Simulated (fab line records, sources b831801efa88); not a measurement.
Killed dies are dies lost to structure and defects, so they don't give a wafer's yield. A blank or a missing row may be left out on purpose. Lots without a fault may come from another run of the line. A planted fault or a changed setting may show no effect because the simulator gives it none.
Which tool did it? | flow gf180mcu | 6 lots, 18 wafers sampled, at 3 steps of a route of 602

WHAT THE GAUGES READ, wafer by wafer
GF_POLY_GATE_CD_MEAS_10: target cd 280 nm.
lot  | measured     | on        | cd_nm (nm)
L858 | day 10 15:41 | cd_sem-02 | 279.4 279.9 278.5
L862 | day 11 13:07 | cd_sem-01 | 321.8 323.4 322.5
L864 | day 12 19:43 | cd_sem-02 | 278.0 280.9 279.5
L872 | day 14 08:55 | cd_sem-01 | 281.1 280.4 281.6
L874 | day 14 15:07 | cd_sem-01 | 280.5 281.8 279.6
L877 | day 15 19:10 | cd_sem-02 | 279.8 281.4 281.6

WHICH TOOL RAN EACH LOT (tool, then ch and the chambers of the sampled wafers, then the start)
lot  | GF_MVSD_STRIP_10                     | GF_POLY_GATE_EXPOSE_07
L858 | plasma_asher-01 ch 0,1, day 5 11:35  | krf_scanner-01 ch 0, day 10 07:39
L862 | plasma_asher-04 ch 0,1, day 6 08:00  | krf_scanner-02 ch 0, day 11 04:14
L864 | plasma_asher-04 ch 0,1, day 6 22:12  | krf_scanner-02 ch 0, day 12 11:01
L872 | plasma_asher-01 ch 0,1, day 8 17:49  | krf_scanner-02 ch 0, day 13 22:47
L874 | plasma_asher-04 ch 0,1, day 9 05:59  | krf_scanner-02 ch 0, day 14 04:58
L877 | plasma_asher-02 ch 0,1, day 10 00:02 | krf_scanner-02 ch 0, day 15 08:20
- GF_MVSD_STRIP_10: strips in O2/N2.
- GF_POLY_GATE_EXPOSE_07: exposes mask Poly2, target cd 280 nm.

THE ANSWER, worked out from the rows above alone
Rule: what is usual is taken from the lots themselves. Put in order of their means at a reading, lots are off if they are a third of the lots or fewer, leave a main group of 4 or more, and stand apart from it by a gap of 3 or more times the standard deviation of the main group's means; of several such gaps the widest counts. A main group whose means are all the same, to the digits that the tables above print for the reading, isn't used. A lot without any number at a reading at which 4 lots or more have one is off too. The other lots that the step has rows for count as sound.
Off: L862, at GF_POLY_GATE_CD_MEAS_10 (cd_nm). The main group: mean 280.3 nm, standard deviation 0.75.
A tool fits if, at a process step before that reading, it ran every lot that is off, and no sound lot after the first of them. The gauges at GF_POLY_GATE_CD_MEAS_10 are tried like those tools. None of those tried fits.

WHAT THE SIMULATOR HAD PUT IN
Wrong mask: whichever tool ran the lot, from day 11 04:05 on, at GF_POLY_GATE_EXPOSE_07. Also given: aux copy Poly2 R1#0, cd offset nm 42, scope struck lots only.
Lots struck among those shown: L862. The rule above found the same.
